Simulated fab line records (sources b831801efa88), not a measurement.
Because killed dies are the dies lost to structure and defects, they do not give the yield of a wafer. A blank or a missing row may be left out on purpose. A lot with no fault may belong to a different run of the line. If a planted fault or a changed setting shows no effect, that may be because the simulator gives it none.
Chamber matching + flow sfq_line + SFQ_TRILAYER_I1_CMP_CMP_046 on cmp-01: 4 sister chambers
The step polishes SiO2. 8 wafers are shown with their chamber, then 8 later ones without.

WAFERS WITH THEIR CHAMBER
| wafer  | chamber | motor_current_A (A) | time_to_endpoint_s (s) |
|--------|---------|---------------------|------------------------|
| L555.1 | 1       | 10.2                | 211                    |
| L555.5 | 3       | 10.3                | 221                    |
| L556.3 | 2       | 9.8                 | 212                    |
| L556.6 | 0       | 11.0                | 210                    |
| L560.2 | 3       | 10.6                | 226                    |
| L560.5 | 2       | 9.4                 | 212                    |
| L560.6 | 1       | 10.9                | 219                    |
| L561.2 | 0       | 10.6                | 202                    |

WAFERS WITHOUT THEIR CHAMBER
| wafer  | motor_current_A (A) | time_to_endpoint_s (s) |
|--------|---------------------|------------------------|
| L561.3 | 9.8                 | 210                    |
| L561.6 | 10.6                | 212                    |
| L562.1 | 10.1                | 214                    |
| L562.2 | 11.3                | 217                    |
| L562.3 | 10.3                | 224                    |
| L573.2 | 10.1                | 201                    |
| L573.4 | 10.3                | 210                    |
| L573.3 | 10.4                | 204                    |

THE CHAMBER EACH PASSED THROUGH
| wafer  | from the rows above               | in truth |
|--------|-----------------------------------|----------|
| L561.3 | can't be placed: 2 or 1           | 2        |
| L561.6 | can't be placed: 1 or 0 or 3      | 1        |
| L562.1 | can't be placed: 1 or 2 or 3 or 0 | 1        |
| L562.2 | can't be placed: 1 or 0 or 3      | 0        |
| L562.3 | can't be placed: 3 or 1           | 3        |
| L573.2 | can't be placed: 0 or 2 or 1      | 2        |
| L573.4 | can't be placed: 1 or 0 or 2 or 3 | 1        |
| L573.3 | can't be placed: 0 or 1 or 2      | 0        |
Placed correctly: 0 of 8. From these rows, 8 cannot be placed; in 8 the true chamber is one of the candidates. 0 placed wrongly.
How it was worked out, from the rows above alone: a wafer's distance from a chamber is the root of the sum, over the readings, of the square of ((its reading less the chamber's mean) divided by the reading's scatter). If the next closest chamber is less than 2 further off than the closest, the wafer can't be placed; otherwise it belongs to the closest. For every chamber, the mean is computed from those of its wafers that are shown. The scatter: the root of (the sum of the squares of (reading less its chamber's mean) over the shown wafers, divided by (wafers less chambers)).
